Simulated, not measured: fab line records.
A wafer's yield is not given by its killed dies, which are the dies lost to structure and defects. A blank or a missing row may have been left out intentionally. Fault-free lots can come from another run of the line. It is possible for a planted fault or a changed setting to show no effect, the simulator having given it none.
Split-lot trial    flow gf180mcu    23 wafers read from 5 lots, route of 602 steps

## THE SPLIT
At GF_NWELL_COAT_02 (resist thk 3000 nm), the setting resist-thk-nm was moved away from the recipe's 3000 nm on 6 of the 23 wafers read, by -1.6% to +4.2%. This setting was run at the recipe's value on the other wafers.

Reading taken at the split's own step.

## THE READING
coat_of_NWELL_COAT_02.thk-nm (the simulator's own value, which no gauge read), in nm, at GF_NWELL_COAT_02 (resist thk 3000 nm). The file does not state a usual value for it. The 17 wafers here that ran the recipe average 2999 nm, standard deviation 5.4 nm.

wafer   tool, chamber at the split  resist-thk-nm as run, nm  against the recipe  coat_of_NWELL_COAT_02.thk-nm, nm  against lot-mates on the recipe
L074.1  litho-track-04, 0           2951                      -1.6%               2957                              -47
L074.3  litho-track-04, 0           2951                      -1.6%               2957                              -47
L074.2  litho-track-04, 0           3000                      recipe              3003                              -
L074.5  litho-track-04, 0           3000                      recipe              3004                              -
L074.6  litho-track-04, 0           3000                      recipe              3004                              -
L075.1  litho-track-03, 0           3125                      +4.2%               3132                              +132
L075.2  litho-track-03, 0           3000                      recipe              3000                              -
L075.3  litho-track-03, 0           3000                      recipe              2996                              -
L075.5  litho-track-03, 0           3000                      recipe              3003                              -
L075.6  litho-track-03, 0           3125                      +4.2%               3127                              +127
L076.1  litho-track-04, 0           3000                      recipe              2999                              -
L076.3  litho-track-04, 0           3110                      +3.7%               3102                              +101
L076.4  litho-track-04, 0           3110                      +3.7%               3098                              +97
L076.5  litho-track-04, 0           3000                      recipe              3000                              -
L076.6  litho-track-04, 0           3000                      recipe              3005                              -
L081.1  litho-track-03, 0           3000                      recipe              2990                              -
L081.2  litho-track-03, 0           3000                      recipe              2994                              -
L081.3  litho-track-03, 0           3000                      recipe              2989                              -
L081.4  litho-track-03, 0           3000                      recipe              2998                              -
L081.6  litho-track-03, 0           3000                      recipe              2993                              -
L084.1  litho-track-02, 0           3000                      recipe              3002                              -
L084.3  litho-track-02, 0           3000                      recipe              2994                              -
L084.4  litho-track-02, 0           3000                      recipe              3008                              -

THE FIT
A straight line over all 23 wafers: coat_of_NWELL_COAT_02.thk-nm changes by +29.2 nm for each +1% of resist-thk-nm; r = +0.99; the points scatter about the line by 6.1 nm.
The same after taking each lot's own level away (the mean of its wafers on the recipe; 23 wafers): +29.2 nm for each +1%; r = +1.00; scatter 4.8 nm.
The reading moves by 1.2e+02 nm for the largest change in resist-thk-nm, on that fit.
The lots' own levels span 2992.8 to 3003.7 nm, that is 2.0 times the standard deviation above.
The two slopes agree, so the slope changes little with the lot-to-lot level.
Check: with one of the wafers moved furthest among these (+4.2%) left out of the fit, the line predicts +118 nm for it against its lot-mates. It came out at +132 nm against them.

## FURTHER SPLITS ON THESE WAFERS
These wafers also went through other splits before the reading. Each is held against what the fit with the lots' levels taken away leaves over:
other split on the same wafers  wafers away from the commonest value  r with coat_of_NWELL_COAT_02.thk-nm (lot level and that fit taken away)
GF_STI_COAT_07 resist-thk-nm    9                                     +0.05
GF_STI_ETCH_14 time-s           11                                    +0.49
GF_DNWELL_COAT_02 spin-rpm      8                                     -0.07
GF_DNWELL_EXPOSE_04 dose-mj     8                                     -0.30

## THE WHOLE CHAIN: every reading that the file lists as answering this split, in the file's order
step               what it does        reading                                                                        change (the file's fit)               r (the file's)
GF_NWELL_COAT_02   resist thk 3000 nm  coat_of_NWELL_COAT_02.thk-nm (the simulator's own value, which no gauge read)  +29.3 nm for each +1% of the setting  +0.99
GF_NWELL_STRIP_10  strips in O2/N2     strip-time-to-endpoint-s                                                       withheld for each +1% of the setting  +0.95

## THE FILE'S OWN FIT
coat_of_NWELL_COAT_02.thk-nm changes by +29.3 nm for each +1% of resist-thk-nm, r = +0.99.
